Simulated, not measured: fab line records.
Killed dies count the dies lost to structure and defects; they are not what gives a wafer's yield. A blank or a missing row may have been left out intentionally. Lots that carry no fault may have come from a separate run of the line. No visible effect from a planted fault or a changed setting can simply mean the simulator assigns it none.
fab line records | flow gf180mcu
[record] lots = 14 wafers = 42 lastDay = 34
route steps=602 shown M4@471 V4@480 MIM@519
lots that met no fault: taken from a fault-free run of the same line
startH: start of the lot's first displayed wafer, in hours after the record's first day | waitH: how many hours have passed since the lot's step before this one | " the same as in the row above | L1.1+2: one row covering several wafers at once | - value missing, or start not given | * or withheld: withheld | < > ~ a bound
route shown NAME@n: NAME is a module with steps in the file, n the number in the route of the first one | usual: mean/standard deviation taken from wafers without a fault | same: alike in all rows | chamber/n: place in a boat | sites: per-site readings | _std_site: standard deviation across them | _edge_site: inner sites' mean taken away from outer sites' mean | radiusMm: how far each site lies from the wafer's centre | mask NAME#n: copy n | behind: tool/chamber where the wafer was last shaped | hold: why the lot was held/for how many hours/how that ended | device: names the non-switching transistor (n, p or np) | end of line: the same wafers' tests at the end of the route | a step given without rows: its recipe and nothing more | killed: count of dies lost to structure and defects at first sort (not the wafer's yield) | map: a wafer's dies, x killed, . not, _ none there
set.NAME: the run value of the setting; set.NAME@STEP: its run value at that earlier step | model.NAME: the simulator's own value behind a step, which no gauge read
one table for each step of the route and one row for each wafer, over a sample of lots
services: a tool's chamber out of use, with start hour (startH, from the record's first day; less than 0 if before it), hours out, and reason
[[steps]]
[step GF_M4_OVL_MEAS_15]
[usual] M4_OVL = -1/6.1
// columns lot.wafer tool chamber startH waitH M4_OVL[nm]
L710.2 overlay-01 - 539.05 0.1 3
L710.3 " - " " -2
L710.5 " - " " -7
L711.3 overlay-02 - 546.06 0.1 -8
L711.5 " - " " -10
L711.6 " - " " -11
L712.1 overlay-02 - 553.31 0.1 1
L712.4 " - " " 2
L712.5 " - " " 4
L713.2 overlay-01 - 564.06 0.1 3
L713.3 " - " " -4
L713.5 " - " " 0
L715.2 overlay-02 - 581.60 0.1 2
L715.3 " - " " 5
L715.5 " - " " 2
L716.1 overlay-01 - 590.40 0.1 -3
L716.2 " - " " -9
L716.4 " - " " -7
L717.1 overlay-02 - 596.16 0.1 6
L717.3 " - " " 11
L717.5 " - " " 10
L718.1 overlay-01 - 605.06 0.1 3
L718.2 " - " " -1
L718.3 " - " " 2
L719.2 overlay-01 - 612.00 0.1 2
L719.3 " - " " -3
L719.4 " - " " -1
L723.2 overlay-02 - 644.66 0.1 2
L723.5 " - " " -1
L723.6 " - " " 3
L724.3 overlay-01 - 650.11 0.1 -5
L724.4 " - " " -6
L724.6 " - " " 1
L728.3 overlay-01 - 678.32 0.1 -2
L728.4 " - " " -6
L728.6 " - " " -7
L731.3 overlay-01 - 695.61 0.1 6
L731.5 " - " " 8
L731.6 " - " " 9
L733.1 overlay-02 - 713.50 0.1 -1
L733.3 " - " " -2
L733.5 " - " " 3
[step GF_V4_CMP_04]
[recipe] material = SiO2 downForcePsi = 4 platenRpm = 60 padVelocityMS = 0.94248
[usual] headPressurePsi = 3.999/0.009 motorCurrentA = 12.5/1.1 timeToEndpointS = 82/4.8
// columns lot.wafer tool chamber startH waitH headPressurePsi motorCurrentA timeToEndpointS
L710.2 cmp-02 0 540.05 0.0 4.004 11.8 71
L710.3 " 2 " " 3.994 14.1 74
L710.5 " 1 " " 3.989 11.2 80
L711.3 cmp-01 1 547.14 0.1 3.998 11.3 74
L711.6 " 3 " " 3.998 11.6 82
L711.5 " 0 " " 4.003 12.5 82
L712.1 cmp-01 2 554.40 0.1 3.994 14.5 80
L712.4 " 3 " " 4.011 11.9 84
L712.5 " 0 " " 3.988 12.5 84
L713.2 cmp-01 2 565.30 0.3 3.979 14.0 75
L713.3 " 3 " " 4.014 12.2 82
L713.5 " 0 " " 3.990 12.2 82
L715.3 cmp-02 0 582.69 0.0 4.003 11.7 78
L715.2 " 3 " " 3.999 12.5 85
L715.5 " 0 " " 4.031 12.1 83
L716.4 cmp-01 1 591.40 0.0 3.996 11.3 79
L716.1 " 2 " " 4.004 14.7 74
L716.2 " 0 " " 3.999 11.9 79
L717.1 cmp-01 0 597.19 0.1 3.984 12.0 79
L717.3 " 1 " " 3.997 11.0 80
L717.5 " 3 " " 4.003 11.6 83
L718.2 cmp-02 3 606.05 0.0 4.003 12.8 82
L718.3 " 1 " " 4.000 11.1 78
L718.1 " 2 " " 4.001 14.0 82
L719.3 cmp-01 2 613.04 0.1 3.984 14.7 76
L719.4 " 3 " " 4.002 11.9 91
L719.2 " 0 " " 3.998 11.4 84
L723.2 cmp-02 3 646.11 0.2 3.997 13.2 72
L723.6 " 0 " " 3.996 12.0 79
L723.5 " 1 " " 3.989 11.2 83
L724.4 cmp-01 0 651.23 0.1 4.004 11.4 87
L724.3 " 1 " " 3.982 11.3 86
L724.6 " 3 " " 4.003 11.8 95
L728.4 cmp-02 2 679.31 0.0 4.004 13.6 85
L728.3 " 0 " " 3.992 12.0 81
L728.6 " 2 " " 3.999 14.2 90
L731.3 cmp-02 3 696.56 0.0 3.993 12.8 86
L731.5 " 3 " " 4.004 13.1 90
L731.6 " 0 " " 3.987 11.6 86
L733.3 cmp-02 0 714.54 0.1 3.991 12.0 87
L733.1 " 2 " " 4.002 13.4 83
L733.5 " 1 " " 3.995 11.2 92
[step GF_V4_THK_MEAS_25]
[recipe] thkMeasGauge = xrf reads = W_of_V4_CVD_23
[usual] V4_W_THK = 342/4.2
// columns lot.wafer tool chamber startH waitH V4_W_THK[nm]
L710.2 filmMetro-04 - 563.75 0.1 341
L710.3 " - " " 337
L710.5 " - " " 342
L711.3 filmMetro-01 - 570.43 0.1 346
L711.5 " - " " 352
L711.6 " - " " 345
L712.1 filmMetro-04 - 578.34 0.1 341
L712.4 " - " " 339
L712.5 " - " " 339
L713.2 filmMetro-04 - 588.21 0.1 340
L713.3 " - " " 340
L713.5 " - " " 341
L715.2 filmMetro-02 - 605.30 0.1 346
L715.3 " - " " 344
L715.5 " - " " 344
L716.1 filmMetro-04 - 613.38 0.1 336
L716.2 " - " " 338
L716.4 " - " " 338
L717.1 filmMetro-02 - 618.79 0.1 342
L717.3 " - " " 342
L717.5 " - " " 342
L718.1 filmMetro-01 - 628.13 0.1 333
L718.2 " - " " 333
L718.3 " - " " 336
L719.2 filmMetro-04 - 634.74 0.1 344
L719.3 " - " " 347
L719.4 " - " " 346
L723.2 filmMetro-04 - 667.19 0.1 343
L723.5 " - " " 344
L723.6 " - " " 347
L724.3 filmMetro-04 - 671.70 0.1 343
L724.4 " - " " 336
L724.6 " - " " 340
L728.3 filmMetro-04 - 699.50 0.1 340
L728.4 " - " " 336
L728.6 " - " " 341
L731.3 filmMetro-04 - 716.50 0.1 341
L731.5 " - " " 346
L731.6 " - " " 344
L733.1 filmMetro-02 - 733.31 0.1 348
L733.3 " - " " 346
L733.5 " - " " 346
[step GF_MIM_EXPOSE_16]
[recipe] maskId = FuseTop targetCdNm = 2000 na = 0.6 sourceShape = conventional sigmaOuter = 0.6 doseMj = 140
[usual] exposureDoseMJCm2 = 140.01/0.15 focusOffsetNm = 0.0/0.54 sigmaOuter = 0.6/0
// columns lot.wafer tool chamber startH waitH mask exposureDoseMJCm2 focusOffsetNm sigmaOuter
L710.2 ilineStepper-02 0 575.16 - FuseTop#0 139.91 -0.1 0.6
L710.3 " 0 " " FuseTop#0 140.04 0.5 0.6
L710.5 " 0 " " FuseTop#0 139.81 -1.0 0.6
L711.3 ilineStepper-01 0 581.60 - FuseTop#0 139.94 0.6 0.6
L711.5 " 0 " " FuseTop#0 139.94 -0.1 0.6
L711.6 " 0 " " FuseTop#0 139.82 0.8 0.6
L712.1 ilineStepper-02 0 589.71 - FuseTop#0 140.16 -0.7 0.6
L712.4 " 0 " " FuseTop#0 140.11 -1.0 0.6
L712.5 " 0 " " FuseTop#0 140.10 -0.5 0.6
L713.2 ilineStepper-01 0 599.57 - FuseTop#0 140.17 0.6 0.6
L713.3 " 0 " " FuseTop#0 140.07 0.6 0.6
L713.5 " 0 " " FuseTop#0 140.20 2.0 0.6
L715.2 ilineStepper-01 0 616.48 - FuseTop#0 139.92 -0.3 0.6
L715.3 " 0 " " FuseTop#0 140.22 -0.3 0.6
L715.5 " 0 " " FuseTop#0 139.90 -0.6 0.6
L716.1 ilineStepper-01 0 624.18 - FuseTop#0 140.06 0.4 0.6
L716.2 " 0 " " FuseTop#0 140.14 0.0 0.6
L716.4 " 0 " " FuseTop#0 140.07 -0.1 0.6
L717.1 ilineStepper-01 0 629.89 - FuseTop#0 139.84 0.7 0.6
L717.3 " 0 " " FuseTop#0 139.69 -0.7 0.6
L717.5 " 0 " " FuseTop#0 139.74 1.3 0.6
L718.1 ilineStepper-02 0 639.41 - FuseTop#0 139.87 -0.1 0.6
L718.2 " 0 " " FuseTop#0 139.97 -1.2 0.6
L718.3 " 0 " " FuseTop#0 140.00 -0.4 0.6
L719.2 ilineStepper-02 0 645.15 - FuseTop#0 140.13 -0.3 0.6
L719.3 " 0 " " FuseTop#0 140.27 -0.2 0.6
L719.4 " 0 " " FuseTop#0 139.98 -0.1 0.6
L723.2 ilineStepper-01 - 677.85 - FuseTop#0 - - -
L723.5 " - " " FuseTop#0 - - -
L723.6 " - " " FuseTop#0 - - -
L724.3 ilineStepper-02 - 682.05 - FuseTop#0 - - -
L724.4 " - " " FuseTop#0 - - -
L724.6 " - " " FuseTop#0 - - -
L728.3 ilineStepper-01 0 709.10 - FuseTop#0 139.73 0.2 0.6
L728.4 " 0 " " FuseTop#0 139.71 -0.3 0.6
L728.6 " 0 " " FuseTop#0 139.82 0.2 0.6
L731.3 ilineStepper-02 0 725.77 - FuseTop#0 140.01 0.2 0.6
L731.5 " 0 " " FuseTop#0 140.11 -0.1 0.6
L731.6 " 0 " " FuseTop#0 140.09 0.5 0.6
L733.1 ilineStepper-01 0 742.86 - FuseTop#0 139.96 0.2 0.6
L733.3 " 0 " " FuseTop#0 139.96 0.4 0.6
L733.5 " 0 " " FuseTop#0 139.74 0.0 0.6
[[services]]
// columns tool chamber startH hours kind
ilineStepper-01 - 538.30 5.5 repair
cmp-01 - 572.00 4.0 pm
cmp-01 - 576.00 - consumableReplace:conditioner
cmp-01 - 576.00 - consumableReplace:pad
cmp-01 - 580.46 3.5 repair
cmp-01 - 582.93 1.2 repair
cmp-02 - 631.30 6.5 pm
cmp-02 - 652.87 3.9 repair
cmp-01 - 656.80 4.1 pm
ilineStepper-01 - 663.41 1.7 pm
cmp-01 - 668.10 7.5 pm
ilineStepper-02 - 675.37 1.7 pm
cmp-01 - 708.53 0.3 repair
cmp-02 - 732.65 1.7 repair
[[key]]
[firstSign] step = GF_MIM_EXPOSE_16 reading = toolRecord direction = missing
effect none on later readings
metAt GF_MIM_EXPOSE_16
struckLots L723,L724
laterRowsLeftOut L723.2,L723.5,L723.6,L724.3,L724.4,L724.6
sortLeftOut L723.2,L723.5,L723.6,L724.3,L724.4,L724.6
notActingAt GF_M4_OVL_MEAS_15,GF_V4_CMP_04,GF_V4_THK_MEAS_25
onsetBetween 645.15 677.85
[fault] kind = skippedStepWhole tool = ilineStepper-01,ilineStepper-02 chamber = - onsetH = 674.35 steps = GF_MIM_EXPOSE_16 scope = struckLotsOnly
// sortLeftOut: the simulated sort isn't trusted on such a fault, so these wafers' sort isn't shown, and their yield isn't known
// laterRowsLeftOut: the simulator's readings of these wafers behind a module that went badly wrong aren't trusted and aren't shown, but for the sort
